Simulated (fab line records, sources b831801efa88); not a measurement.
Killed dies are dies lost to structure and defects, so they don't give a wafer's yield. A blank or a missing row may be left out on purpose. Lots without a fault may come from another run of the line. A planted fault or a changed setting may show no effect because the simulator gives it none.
A struck lot beside a sound one | flow sky130 | 43 steps out of a route of 708
Sound: wafers L910.2, L910.3, L910.5. Struck: wafers L919.1, L919.6. (L919.4 of the same lot was not struck and is left out.) The cause comes at the end.
At each step with rows: each side's tool, then ch and its chambers, then its first start. Under that, the readings that differ: sound wafers | struck wafers | difference of the means | sigmas: that difference in standard deviations of wafers without a fault.
alike: readings whose means differ by less than 2 such deviations, and words and numbers that are the same on both sides. not compared: withheld readings, readings that some wafer has no value for, bounds like >300 that may hide the same value, and numbers for which the record gives no deviation and whose values overlap.
The two part at a step that has a row with sigmas, a row that says differs or no value, or rows on one side only. Numbers that don't overlap but have no deviation are shown without sigmas and don't part them. A reading that every wafer of one side lacks parts them only if that side has two wafers or more.

first, 3 steps without rows for these wafers: SKY_LDD_N_EXPOSE_04 (exposes mask NTM, target cd 840 nm); SKY_LDD_N_PEB_05; SKY_LDD_N_DEVELOP_06 (develop time 60 s).
SKY_LDD_N_OVL_MEAS_07:
  sound on overlay-02, day 18 13:35; struck on overlay-01, day 22 02:20
  alike: LDD_N_OVL
then, 8 steps without rows for these wafers: SKY_LDD_N_IMPLANT_08; SKY_LDD_N_IMPLANT_09; SKY_LDD_N_IMPLANT_10; SKY_LDD_N_IMPLANT_11; SKY_LDD_N_IMPLANT_12; SKY_LDD_N_IMPLANT_13; SKY_LDD_N_IMPLANT_14; SKY_LDD_N_IMPLANT_15.
SKY_LDD_N_STRIP_16: strips in O2/N2.
  sound on plasma_asher-04 ch 0, day 18 14:49; struck on plasma_asher-02 ch 1, day 22 03:34
  reading                      | sound             | struck      | difference | sigmas
  strip_time_to_endpoint_s (s) | 4.320 4.359 4.336 | 4.293 4.287 | -0.048     | -3
  alike: drypump_motor_current_A, n2_flow_sccm, oes_product_au
  not compared: rf_hours_counter_h
SKY_LDD_N_TW_MEAS_17:
  sound on film_metro-01, day 18 14:55; struck on film_metro-02, day 22 03:40
  alike: LDD_N_TW
then, 7 steps without rows for these wafers: SKY_LDD_P_DEHYDRATE_00 (time 60 s); SKY_LDD_P_HMDS_01 (prime time 60 s); SKY_LDD_P_COAT_02 (resist thk 1140 nm); SKY_LDD_P_SOFTBAKE_03 (time 60 s); SKY_LDD_P_EXPOSE_04 (exposes mask PSDM, target cd 380 nm); SKY_LDD_P_PEB_05; SKY_LDD_P_DEVELOP_06 (develop time 60 s).
SKY_LDD_P_CD_MEAS_07: target cd 380 nm.
  sound on cd_sem-01, day 19 21:30; struck on cd_sem-01, day 23 09:50
  alike: cd_nm
SKY_LDD_P_OVL_MEAS_08:
  sound on overlay-02, day 19 21:36; struck on overlay-02, day 23 09:57
  alike: LDD_P_OVL
then, 1 step without rows for these wafers: SKY_LDD_P_IMPLANT_09.
SKY_LDD_P_STRIP_10: strips in O2/N2.
  sound on plasma_asher-03 ch 0,1, day 19 21:47; struck on plasma_asher-03 ch 0,1, day 23 10:08
  alike: drypump_motor_current_A, n2_flow_sccm, oes_product_au, strip_time_to_endpoint_s
  not compared: rf_hours_counter_h
SKY_LDD_P_TW_MEAS_11:
  sound on film_metro-02, day 19 21:53; struck on film_metro-01, day 23 10:14
  alike: LDD_P_TW
then, 7 steps without rows for these wafers: SKY_LDD_HVN_DEHYDRATE_00 (time 60 s); SKY_LDD_HVN_HMDS_01 (prime time 60 s); SKY_LDD_HVN_COAT_02 (resist thk 300 nm); SKY_LDD_HVN_SOFTBAKE_03 (time 60 s); SKY_LDD_HVN_EXPOSE_04 (exposes mask HVNTM, target cd 700 nm); SKY_LDD_HVN_PEB_05; SKY_LDD_HVN_DEVELOP_06 (develop time 60 s).
SKY_LDD_HVN_OVL_MEAS_07:
  sound on overlay-01, day 21 03:50; struck on overlay-02, day 24 16:25
  alike: LDD_HVN_OVL
then, 1 step without rows for these wafers: SKY_LDD_HVN_IMPLANT_08.
SKY_LDD_HVN_STRIP_09: strips in O2/N2.
  sound on plasma_asher-03 ch 0,1, day 21 04:01; struck on plasma_asher-01 ch 1, day 24 16:36
  alike: drypump_motor_current_A, n2_flow_sccm, oes_product_au, strip_time_to_endpoint_s
  not compared: rf_hours_counter_h
SKY_LDD_HVN_TW_MEAS_10:
  sound on film_metro-03, day 21 04:07; struck on film_metro-04, day 24 16:42
  alike: LDD_HVN_TW
then, 5 steps without rows for these wafers: SKY_LDD_HVP_DEHYDRATE_00 (time 60 s); SKY_LDD_HVP_HMDS_01 (prime time 60 s); SKY_LDD_HVP_COAT_02 (resist thk 300 nm); SKY_LDD_HVP_SOFTBAKE_03 (time 60 s); SKY_LDD_HVP_EXPOSE_04 (exposes mask HVPTM, target cd 700 nm).
-- the record jumps here: 24 days lie between the struck wafers' starts before and after (it left off in module LDD_HVP and takes up again in module PAD_OPEN, whose first step shown is number 708 of the route) --
SKY_PAD_OPEN_PROBE_99:
  sound on prober-01, day 46 07:48; struck on prober-01, day 48 16:48
  reading             | sound    | struck  | difference | sigmas
  killed_at_front_end | 13 17 12 | 50 53   | +38        | +9
  killed_dies         | 83 80 73 | 131 122 | +48        | +5
  alike: killed_at_M0_to_M3, killed_at_M4_up, killed_at_contacts, killed_at_other, killed_open, killed_short

WHERE THEY PART
First at SKY_LDD_N_STRIP_16; last, within this record, at SKY_PAD_OPEN_PROBE_99.

WHY: what the simulator had put in
Chamber particle source: plasma_asher-02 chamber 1, from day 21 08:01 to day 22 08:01, at SKY_LDD_N_STRIP_16. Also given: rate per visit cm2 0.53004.
